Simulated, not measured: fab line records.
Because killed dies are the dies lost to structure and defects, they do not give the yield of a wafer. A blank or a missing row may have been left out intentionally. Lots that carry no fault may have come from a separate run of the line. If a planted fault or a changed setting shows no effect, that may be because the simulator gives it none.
Struck lot and sound lot, side by side / flow sky130 / 17 out of 708 route steps
Sound: wafers L228.3, L228.4, L228.5. Wafers struck: L246.2, L246.3, L246.4. The cause is given at the end.
Each step with rows lists, per side, the tool, then ch with its chambers, then its first start. Under that, the readings that differ: sound wafers / struck wafers / difference of the means / sigmas: that difference in standard deviations of wafers without a fault.
alike: words and numbers the same on both sides, and readings whose means are apart by under 2 such deviations; not compared: readings that were withheld, readings missing a value for some wafer, numbers with overlapping values and no deviation given by the record, and bounds like >300 which may hide the same value.
A row with sigmas, a row that says differs or no value, or rows on one side alone: a step with any of these is where the two part. Numbers that have no deviation but don't overlap get no sigmas and don't part them. Lack of a reading on every wafer of one side parts them only where that side has two or more wafers.

SKY_VT_ADJUST_LVTN_OVL_MEAS_07:
  sound on overlay-02 at day 6 23:00; struck on overlay-02 at day 11 22:17
  alike: VT_ADJUST_LVTN_OVL
next, for these wafers, 1 step has no rows: SKY_VT_ADJUST_LVTN_IMPLANT_08.
SKY_VT_ADJUST_LVTN_STRIP_09: strips in O2/N2.
  sound on plasma asher-04 ch 0,1, day 6 23:13; struck on plasma asher-03 ch 0,1, day 11 22:28
reading=drypump motor current A (A); sound=5.6 5.1 5.1; struck=6.1 6.1 5.7; difference=+0.7; sigmas=+2
reading=strip time to endpoint s (s); sound=37.04 37.00 37.03; struck=36.76 36.71 36.87; difference=-0.24; sigmas=-2
  alike: oes product au
  not compared: rf hours counter h
SKY_VT_ADJUST_LVTN_TW_MEAS_10:
  sound on film metro-02 at day 6 23:17; struck on film metro-03 at day 11 22:34
reading=VT_ADJUST_LVTN_TW; sound=242.3 243.3 243.6; struck=238.8 238.2 238.9; difference=-4.4; sigmas=-2
then, 7 steps without rows for these wafers: SKY_VT_ADJUST_LVTN_DEHYDRATE_11 (time 60 s); SKY_VT_ADJUST_LVTN_HMDS_12 (prime time 60 s); SKY_VT_ADJUST_LVTN_COAT_13 (resist thk 1140 nm); SKY_VT_ADJUST_LVTN_SOFTBAKE_14 (time 60 s); SKY_VT_ADJUST_LVTN_EXPOSE_15 (exposes mask HVN STD DERIVED, target cd 600 nm); SKY_VT_ADJUST_LVTN_PEB_16; SKY_VT_ADJUST_LVTN_DEVELOP_17 (develop time 61.52 s).
SKY_VT_ADJUST_LVTN_OVL_MEAS_18:
  sound on overlay-01 at day 7 19:05; struck on overlay-01 at day 12 23:29
  alike: VT_ADJUST_LVTN_01_OVL
SKY_VT_ADJUST_LVTN_IMPLANT_19:
  sound on implanter-01 ch 0, day 7 19:10; struck on implanter-01 ch 0, day 12 23:32
reading=beam on s (s); sound=10.07 10.16 10.10; struck=12.09 12.44 12.09; difference=+2.10; sigmas=+9
reading=faraday current uA; sound=3.65 3.61 3.63; struck=3.04 2.94 3.04; difference=-0.62; sigmas=-8
SKY_VT_ADJUST_LVTN_STRIP_20: strips in O2/N2.
  sound on plasma asher-04 ch 0,1, day 7 19:18; struck on plasma asher-01 ch 0,1, day 12 23:40
  alike: drypump motor current A, oes product au, strip time to endpoint s
  not compared: rf hours counter h
SKY_VT_ADJUST_LVTN_TW_MEAS_21:
  sound on film metro-02 at day 7 19:23; struck on film metro-02 at day 12 23:46
reading=VT_ADJUST_LVTN_2_TW; sound=188.1 189.0 189.2; struck=199.5 199.3 201.4; difference=+11.3; sigmas=+9
then, 1 step without rows for these wafers: SKY_VT_ADJUST_NCORE_DEHYDRATE_00 (time 60 s).
-- a jump in the record: the struck wafers' starts before and after are 37 days apart (it breaks off in module VT_ADJUST_NCORE and resumes in module PAD_OPEN, where the first step shown is number 708 of the route) --
SKY_PAD_OPEN_PROBE_99:
  sound on prober-02 at day 46 00:16; struck on prober-02 at day 50 06:19
reading=model.etest.res pwell under gate.rs ohm sq; sound=2284 2282 2276; struck=2258 2235 2228; difference=-40; sigmas=
reading=model.etest.nfet g5v0d10v5.body rise v (V); sound=0.7222 0.718 0.7178; struck=0.7255 0.7277 0.7332; difference=+0.0095; sigmas=
reading=model.etest.nfet_16v.body rise v (V); sound=0.7179 0.7183 0.7174; struck=0.7243 0.7275 0.7321; difference=+0.0101; sigmas=
  alike: killed_at_M0_to_M3, killed_at_M4_up, killed at contacts, killed at front end, killed at other, killed dies, killed on rim, killed open, killed short

== WHERE THEY PART ==
Last at SKY_VT_ADJUST_LVTN_TW_MEAS_21 as far as this record goes, first at SKY_VT_ADJUST_LVTN_STRIP_09. Later steps at which nothing parts them and some readings are alike: SKY_PAD_OPEN_PROBE_99.

WHY: what had been put in by the simulator
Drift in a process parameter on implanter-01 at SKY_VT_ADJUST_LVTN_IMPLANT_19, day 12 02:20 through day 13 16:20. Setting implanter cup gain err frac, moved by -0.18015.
